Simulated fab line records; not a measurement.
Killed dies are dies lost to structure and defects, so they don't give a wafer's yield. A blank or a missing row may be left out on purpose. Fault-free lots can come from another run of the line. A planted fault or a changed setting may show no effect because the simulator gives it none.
A single fault, viewed from 2 desks ; flow gf180mcu ; every desk sees just its own numbers, and what lay behind them comes last

## FOR THE TOOL OWNER'S DESK: cmp-02
The tool's own readings at GF_CONTACT_CMP_27 (polishes, stops on SiO2, t overpolish 15 s, target thk 0 nm): means of the sampled wafers that have a number, for each lot that ran on this tool. The brackets show how far a lot's mean lies from the usual mean; more than 4 standard deviations puts the lot out of limits, marked OUT.
Columns: A = edge zone pressure frac at GF_CONTACT_CMP_27, usual 1.000; B = head pressure psi at GF_CONTACT_CMP_27, usual 3.499 psi; C = motor current A at GF_CONTACT_CMP_27, usual 11.4 A; D = overpolish run s at GF_CONTACT_CMP_27, usual 15.000 s; E = platen rpm at GF_CONTACT_CMP_27, usual 60.01 rpm; F = time to endpoint s at GF_CONTACT_CMP_27, usual 70 s
lot;first seen here;A;B;C;D;E;F
L946;day 17 01:41;1.001;3.497;11.8;14.998;60.02;73
L947;day 17 05:44;0.996;3.505;11.9;15.004;60.00;69
L955;day 20 04:50;1.002;3.188 (-43) OUT;11.4;14.996;60.00;73
L956;day 20 19:33;1.004;3.175 (-44) OUT;11.3;14.992;60.03;81
L963;day 23 02:26;1.000;3.498;11.6;15.003;59.98;71
L964;day 23 10:46;1.001;3.501;12.9;14.995;60.01;71
L965;day 23 19:50;1.001;3.506;13.2;14.991;60.02;73
L967;day 24 07:09;1.000;3.495;11.5;15.000;60.00;71
Finding of this desk: L955, L956 out of limits; the first was L955 at day 20 04:50, on head pressure psi at GF_CONTACT_CMP_27. L946, L947, L963, L964, L965, L967: within limits.

## AT THE METROLOGY DESK
What the gauges read, lot by lot, whatever tool the lot ran on: means of the sampled wafers that have a number. The brackets show how far a lot's mean lies from the usual mean; more than 4 standard deviations puts the lot out of limits, marked OUT.
Columns: A = CONTACT_W_RS at GF_CONTACT_RS_MEAS_25, usual 0.386 ohm/sq
lot;first seen here;A
L944;day 16 04:50;0.387
L945;day 16 15:53;0.385
L946;day 17 01:27;0.380
L947;day 17 05:28;0.385
L949;day 17 21:42;0.392
L953;day 19 09:46;0.381
L954;day 19 20:57;0.394
L955;day 20 04:37;0.390
L956;day 20 19:16;0.386
L963;day 23 02:00;0.384
L964;day 23 10:34;0.383
L965;day 23 19:31;0.386
L966;day 23 21:55;0.389
L967;day 24 06:59;0.379
This desk's finding: nothing out of limits on any of the 14 lots.

## TAKEN TOGETHER
The tool owner's desk had the chance to raise an alarm at day 20 04:50 on L955, L956.
The metrology desk saw nothing out of limits.
The metrology desk has L955, L956 on record, within its limits.
All the named lots went through GF_CONTACT_CMP_27 on cmp-02.

## WHAT THE SIMULATOR HAD INSERTED
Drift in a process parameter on cmp-02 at GF_CONTACT_CMP_27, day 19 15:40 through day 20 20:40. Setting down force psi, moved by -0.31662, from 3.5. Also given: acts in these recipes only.
Struck lots among those shown: L955, L956.
Time in hours from fault onset to the first out-of-limits reading at each desk: the tool owner's desk, 13.
